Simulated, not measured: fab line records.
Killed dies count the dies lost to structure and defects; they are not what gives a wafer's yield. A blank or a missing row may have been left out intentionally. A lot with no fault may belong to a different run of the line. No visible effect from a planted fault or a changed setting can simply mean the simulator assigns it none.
The tool behind it: which one? -- flow sky130 -- 42 wafers from 14 lots sampled at 4 of the route's 708 steps

WHAT THE GAUGES READ, wafer by wafer
SKY_VT_ADJUST_HVTR_TW_MEAS_11.
lot,measured,on,VT_ADJUST_HVTR_TW
L240,day 9 12:02,film-metro-02,210.0 209.5 210.9
L242,day 10 04:28,film-metro-02,209.5 209.0 211.2
L243,day 10 13:51,film-metro-02,211.1 209.9 210.3
L244,day 10 21:29,film-metro-02,210.2 211.5 211.1
L246,day 11 09:56,film-metro-01,214.0 213.5 214.3
L247,day 11 20:32,film-metro-02,210.9 211.5 210.9
L250,day 12 13:01,film-metro-02,210.1 210.4 210.8
L255,day 14 02:20,film-metro-01,213.5 212.5 212.3
L256,day 14 12:14,film-metro-02,210.8 211.4 210.2
L257,day 14 20:38,film-metro-03,212.0 213.0 212.5
L258,day 15 04:23,film-metro-03,214.2 212.2 214.2
L259,day 15 08:35,film-metro-03,213.6 213.9 213.8
L261,day 15 23:26,film-metro-02,210.2 208.8 209.1
L263,day 16 15:26,film-metro-01,213.6 213.4 212.6

SKY_SONOS_ONO_THK_MEAS_03.
lot,measured,on,SONOS_ONO_CVD_02_THK (nm)
L240,day 11 14:32,film-metro-04,10.57 10.49 10.59
L242,day 12 07:38,film-metro-04,10.59 10.59 10.48
L243,day 12 16:35,film-metro-03,10.54 10.61 10.45
L244,day 13 01:32,film-metro-03,10.53 10.59 10.50
L246,day 13 17:25,film-metro-03,10.71 10.48 10.68
L247,day 14 05:12,film-metro-03,10.50 10.44 10.49
L250,day 15 00:57,film-metro-04,10.60 10.63 10.47
L255,day 16 17:05,film-metro-03,10.32 10.41 10.46
L256,day 16 23:42,film-metro-04,10.44 10.49 10.36
L257,day 17 09:56,film-metro-04,10.38 10.31 10.42
L258,day 17 18:10,film-metro-04,10.84 10.79 10.88
L259,day 17 21:23,film-metro-04,10.73 10.81 10.67
L261,day 18 14:22,film-metro-04,10.54 10.64 10.64
L263,day 19 07:11,film-metro-03,10.57 10.70 10.61

SKY_POLY_GATE_THK_MEAS_01.
lot,measured,on,POLY_GATE_CVD_00_THK (nm)
L240,day 14 01:28,film-metro-02,181.3 182.4 181.4
L242,day 15 02:34,film-metro-04,182.2 182.8 182.9
L243,day 15 04:58,film-metro-04,179.5 181.1 179.5
L244,day 15 16:36,film-metro-02,175.1 174.0 174.7
L246,day 16 06:41,film-metro-02,180.1 178.1 178.8
L247,day 16 19:47,film-metro-01,178.9 180.4 180.2
L250,day 17 18:43,film-metro-01,176.9 178.3 177.6
L255,day 19 13:04,film-metro-02,181.0 181.1 179.6
L256,day 19 18:25,film-metro-04,182.1 181.1 182.2
L257,day 20 06:30,film-metro-01,181.2 182.0 179.8
L258,day 20 14:35,film-metro-02,175.5 177.6 175.3
L259,day 20 17:37,film-metro-04,181.2 179.5 180.7
L261,day 21 09:27,film-metro-02,181.1 181.8 180.5
L263,day 22 04:22,film-metro-04,183.0 180.1 180.5

TOOL THAT RAN EACH LOT (tool first, then ch and the chambers of the sampled wafers, then the start)
lot,SKY_GATE_OXIDE_SOFTBAKE_06
L240,"litho-track-04 ch 0, day 13 07:43"
L242,"litho-track-04 ch 0, day 14 08:01"
L243,"litho-track-04 ch 0, day 14 11:53"
L244,"litho-track-04 ch 0, day 14 21:04"
L246,"litho-track-01 ch 0, day 15 13:28"
L247,"litho-track-04 ch 0, day 16 02:02"
L250,"litho-track-01 ch 0, day 17 00:31"
L255,"litho-track-04 ch 0, day 18 17:32"
L256,"litho-track-04 ch 0, day 18 23:34"
L257,"litho-track-02 ch 0, day 19 10:32"
L258,"litho-track-02 ch 0, day 19 18:49"
L259,"litho-track-01 ch 0, day 19 23:14"
L261,"litho-track-01 ch 0, day 20 15:22"
L263,"litho-track-01 ch 0, day 21 08:46"
- SKY_GATE_OXIDE_SOFTBAKE_06: time 60 s.

WHAT THE TOOLS THEMSELVES READ (means of the sampled wafers that have a number; where no wafer has one, the mark that the record gives instead)
SKY_GATE_OXIDE_SOFTBAKE_06.
lot,tool,heater-power-total-W (W)
L240,litho-track-04,56.55
L242,litho-track-04,56.58
L243,litho-track-04,56.61
L244,litho-track-04,56.60
L246,litho-track-01,56.62
L247,litho-track-04,56.55
L250,litho-track-01,56.61
L255,litho-track-04,60.08
L256,litho-track-04,60.05
L257,litho-track-02,56.62
L258,litho-track-02,56.59
L259,litho-track-01,56.60
L261,litho-track-01,56.59
L263,litho-track-01,56.63

THE ANSWER, worked out from the rows above alone
Rule: what is usual is taken from the lots themselves. The widest of any qualifying gaps counts: lots, ordered by their means at a reading, are off when they make up no more than a third of the lots, leave a main group of 4 or more, and stand apart from it by 3 or more times the standard deviation of that group's means. Not used: any main group whose means are identical at the precision the tables above print for the reading. Also off: a lot with no number at a reading for which 4 or more lots have one. All remaining lots with rows at the step are treated as sound. After the gauges, taken in route order, come the tools' own readings; for these a lot's mean is taken, as printed above. The first step at which some lot is off is used, and at that step the reading that is off furthest; a lot without a number counts as furthest.
Off, at SKY_GATE_OXIDE_SOFTBAKE_06 on heater-power-total-W: L255, L256. Main group: mean 56.60 W, sd 0.025.
If a tool, at that step or one of the process steps before it, ran each lot that is off and ran no sound lot following the first of them, it fits. One fits: SKY_GATE_OXIDE_SOFTBAKE_06 on litho-track-04. A fault onset in the window from L247 (day 16 02:02, its last sound lot) to L255 (day 18 17:32, its first lot off) fits.
The tool's own readings at SKY_GATE_OXIDE_SOFTBAKE_06 bear it out: on the lots that are off they differ by more than 5 times the standard deviation of the sound lots' means. heater-power-total-W reads 60.06 W there against 56.60 W on the sound lots.

WHAT WAS PUT IN BY THE SIMULATOR
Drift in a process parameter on litho-track-04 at SKY_GATE_OXIDE_SOFTBAKE_06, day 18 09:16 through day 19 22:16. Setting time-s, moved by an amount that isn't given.
Struck lots among those shown: L255, L256. The same result came from the rule above.
